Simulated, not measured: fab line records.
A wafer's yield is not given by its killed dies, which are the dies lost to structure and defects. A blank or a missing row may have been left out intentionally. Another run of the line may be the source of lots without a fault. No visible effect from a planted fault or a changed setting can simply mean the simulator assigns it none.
Which of the tools did it? ; flow sky130 ; 14 lots with 42 wafers sampled at 3 steps, on a route of 708 steps

WHAT EACH GAUGE READ, for each wafer
SKY_GATE_OXIDE_TW_MEAS_14.
lot;measured;on;GATE_OXIDE_TW
L672;day 13 13:55;film-metro-02;226.8 227.0 227.6
L675;day 14 23:17;film-metro-03;222.1 222.2 222.5
L676;day 15 04:10;film-metro-02;224.7 224.4 224.6
L678;day 16 01:05;film-metro-02;226.4 226.7 227.2
L679;day 16 04:57;film-metro-03;225.7 226.2 224.8
L680;day 16 12:40;film-metro-03;226.1 226.1 225.9
L681;day 16 20:04;film-metro-04;225.8 225.2 225.7
L682;day 17 16:04;film-metro-02;226.6 226.6 226.3
L683;day 17 20:46;film-metro-03;224.0 224.0 224.4
L685;day 18 10:56;film-metro-02;226.9 227.2 227.5
L686;day 19 04:13;film-metro-04;225.8 226.8 225.2
L687;day 19 07:17;film-metro-03;225.3 223.5 224.6
L694;day 21 14:43;film-metro-03;224.1 224.9 223.7
L695;day 21 23:50;film-metro-02;226.4 226.1 226.1

SKY_LI_CONTACT_BOW_MEAS_03.
lot;measured;on;LI_CONTACT_BOW (um)
L672;day 27 16:53;film-metro-04;42 48 49
L675;day 29 06:26;film-metro-01;54 43 67
L676;day 29 10:18;film-metro-01;59 57 56
L678;day 30 04:27;film-metro-04;57 60 44
L679;day 30 08:39;film-metro-04;52 64 69
L680;day 30 15:04;film-metro-01;52 60 51
L681;day 30 23:22;film-metro-01;56 48 60
L682;day 31 21:04;film-metro-01;61 43 44
L683;day 31 21:50;film-metro-01;57 59 48
L685;day 32 08:47;film-metro-01;66 69 71
L686;day 33 01:00;film-metro-01;66 64 59
L687;day 33 06:31;film-metro-02;59 60 55
L694;day 35 03:55;film-metro-04;71 55 46
L695;day 35 15:35;film-metro-01;45 55 58

WHAT TOOL EACH LOT RAN ON (gives the tool, then ch and the chambers of the sampled wafers, and finally the start)
lot;SKY_VT_ADJUST_LVTN_SOFTBAKE_14
L672;litho-track-02 ch 0, day 7 02:10
L675;litho-track-02 ch 0, day 8 00:00
L676;litho-track-04 ch 0, day 8 05:11
L678;litho-track-03 ch 0, day 9 00:30
L679;litho-track-02 ch 0, day 9 04:39
L680;litho-track-03 ch 0, day 9 08:40
L681;litho-track-03 ch 0, day 9 18:57
L682;litho-track-02 ch 0, day 10 01:49
L683;litho-track-04 ch 0, day 10 07:08
L685;litho-track-04 ch 0, day 10 19:55
L686;litho-track-04 ch 0, day 11 11:02
L687;litho-track-04 ch 0, day 11 13:02
L694;litho-track-02 ch 0, day 13 10:04
L695;litho-track-02 ch 0, day 13 17:31
- SKY_VT_ADJUST_LVTN_SOFTBAKE_14: time 60 s.

AS READ BY THE TOOLS THEMSELVES (means over the sampled wafers that have a number; for cases with no such wafer, the mark the record gives instead)
SKY_VT_ADJUST_LVTN_SOFTBAKE_14.
lot;tool;run-length-s (s)
L672;litho-track-02;89.18
L675;litho-track-02;89.20
L676;litho-track-04;89.34
L678;litho-track-03;89.15
L679;litho-track-02;89.24
L680;litho-track-03;89.14
L681;litho-track-03;89.07
L682;litho-track-02;89.12
L683;litho-track-04;89.26
L685;litho-track-04;98.62
L686;litho-track-04;98.60
L687;litho-track-04;98.52
L694;litho-track-02;89.22
L695;litho-track-02;89.06

THE ANSWER, worked out from the rows above alone
Rule: usual is defined by the lots themselves. Put in order of their means at a reading, lots are off if they are a third of the lots or fewer, leave a main group of 4 or more, and stand apart from it by a gap of 3 or more times the standard deviation of the main group's means; of several such gaps the widest counts. A main group is skipped when, at the precision printed for the reading in the tables above, its means are all equal. Also off: a lot with no number at a reading for which 4 or more lots have one. All remaining lots with rows at the step are treated as sound. Order of review: gauges by route order, followed by the tools' own readings, for which a lot's mean as printed above is used. At the first step where some lot is off, the reading lying furthest off is the one used; lots without a number count as furthest.
Off, at SKY_VT_ADJUST_LVTN_SOFTBAKE_14 on run-length-s: L685, L686, L687. The main group has a mean of 89.18 s with a standard deviation of 0.08.
A tool fits if, at that step or a process step before it, it ran every lot that is off, and no sound lot after the first of them. One fits: litho-track-04 at SKY_VT_ADJUST_LVTN_SOFTBAKE_14. Its last sound lot is L683 (day 10 07:08), its first lot that is off L685 (day 10 19:55): a fault that began between those two fits.
The tool's own readings at SKY_VT_ADJUST_LVTN_SOFTBAKE_14 bear it out: on the lots that are off they differ by more than 5 times the standard deviation of the sound lots' means. run-length-s reads 98.58 s there against 89.18 s on the sound lots.

WHAT HAD BEEN PUT IN BY THE SIMULATOR
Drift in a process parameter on litho-track-04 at SKY_VT_ADJUST_LVTN_SOFTBAKE_14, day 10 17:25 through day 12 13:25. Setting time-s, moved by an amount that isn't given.
Struck lots among those shown: L685, L686, L687. The same result came from the rule above.
